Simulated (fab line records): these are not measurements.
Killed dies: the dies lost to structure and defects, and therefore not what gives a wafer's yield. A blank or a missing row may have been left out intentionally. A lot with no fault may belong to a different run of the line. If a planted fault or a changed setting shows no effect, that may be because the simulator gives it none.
A lot that was struck, set against a sound lot || flow sky130 || 22 steps out of a route of 708
Sound: wafers L385.1, L385.4, L385.6. Wafers L388.3, L388.4, L388.6 were the ones struck. The cause comes at the end.
Per side, at each step with rows, come the tool, then ch with its chambers, and then its first start. Under that, the readings that differ: sound wafers || struck wafers || difference of the means || sigmas: that difference in standard deviations of wafers without a fault.
alike: readings whose means differ by less than 2 such deviations, and words and numbers that are the same on both sides. not compared: withheld readings, readings that some wafer has no value for, bounds like >300 that may hide the same value, and numbers for which the record gives no deviation and whose values overlap.
Wherever a step has rows on one side only, a row that says differs or no value, or a row with sigmas, the two part there. Numbers that don't overlap but have no deviation are shown without sigmas and don't part them. A reading missing from all wafers of one side parts the sides only when that side holds two or more wafers.

first, 8 steps without rows for these wafers: SKY_DNWELL_DEHYDRATE_00 (time 60 s); SKY_DNWELL_HMDS_01 (prime time 60 s); SKY_DNWELL_COAT_02 (resist thk 3000 nm); SKY_DNWELL_SOFTBAKE_03; SKY_DNWELL_EXPOSE_04 (exposes mask DNM, target cd 3000 nm); SKY_DNWELL_PEB_05; SKY_DNWELL_DEVELOP_06 (develop time 60 s); SKY_DNWELL_IMPLANT_07.
SKY_DNWELL_STRIP_08: strips in O2/N2.
  sound on plasmaAsher-01 ch 0,1, day 3 19:38; struck on plasmaAsher-01 ch 0,1, day 4 11:37
  alike: drypumpMotorCurrentA, o2FlowSccm, oesProductAu, stripTimeToEndpointS
  not compared: rfHoursCounterH
SKY_DNWELL_TW_MEAS_09:
  sound on filmMetro-02 at day 3 19:44; struck on filmMetro-03 at day 4 11:43
  alike: DNWELL_TW
then, 2 steps without rows for these wafers: SKY_PWDE_DEHYDRATE_00 (time 60 s); SKY_PWDE_HMDS_01 (prime time 60 s).
SKY_PWDE_COAT_02: resist thk 3000 nm.
  sound on lithoTrack-02 ch 0, day 4 03:48; struck on lithoTrack-02 ch 0, day 4 19:36
{"reading": "spinSpeedRpm (rpm)", "sound": "1997.4 2000.7 2003.6", "struck": "1951.7 1953.8 1953.7", "difference": -47.5, "sigmas": -30}
{"reading": "model.coat_of_PWDE_COAT_02.thkNm (nm)", "sound": "3007 2998 3005", "struck": "3028 3031 3035", "difference": "+28", "sigmas": ""}
then, 3 steps without rows for these wafers: SKY_PWDE_SOFTBAKE_03; SKY_PWDE_EXPOSE_04 (exposes mask PWDEM, target cd 840 nm); SKY_PWDE_PEB_05.
SKY_PWDE_DEVELOP_06: develop time 60 s.
  sound: lithoTrack-02 ch 0; struck: lithoTrack-01 ch 0
{"reading": "model.coat_of_PWDE_COAT_02.thkNm (nm)", "sound": "3000 2990 2997", "struck": "3021 3024 3027", "difference": "+28", "sigmas": ""}
SKY_PWDE_OVL_MEAS_07:
  sound on overlay-02 at day 4 12:30; struck on overlay-02 at day 5 03:58
  alike: PWDE_OVL
then, 1 step without rows for these wafers: SKY_PWDE_IMPLANT_08.
SKY_PWDE_STRIP_09: strips in O2/N2.
  sound on plasmaAsher-03 ch 0,1, day 4 12:41; struck on plasmaAsher-04 ch 0,1, day 5 04:11
{"reading": "stripTimeToEndpointS (s)", "sound": "36.96 36.85 36.94", "struck": "37.21 37.24 37.28", "difference": "+0.33", "sigmas": "+3"}
  alike: drypumpMotorCurrentA, o2FlowSccm, oesProductAu
  not compared: rfHoursCounterH
SKY_PWDE_TW_MEAS_10:
  sound on filmMetro-02 at day 4 12:47; struck on filmMetro-04 at day 5 04:16
  alike: PWDE_TW
-- the record jumps here: 42 days lie between the struck wafers' starts before and after (it left off in module PWDE and takes up again in module PAD_OPEN, whose first step shown is number 708 of the route) --
SKY_PAD_OPEN_PROBE_99:
  record: rows for the struck wafers here (prober-01, day 47 04:08), none for the sound ones

WHERE THEY PART
Earliest at SKY_PWDE_COAT_02; latest, in this record, at SKY_PAD_OPEN_PROBE_99.

WHY: what the simulator had put in
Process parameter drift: lithoTrack-02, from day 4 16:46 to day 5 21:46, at SKY_PWDE_COAT_02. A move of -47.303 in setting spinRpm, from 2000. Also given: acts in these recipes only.
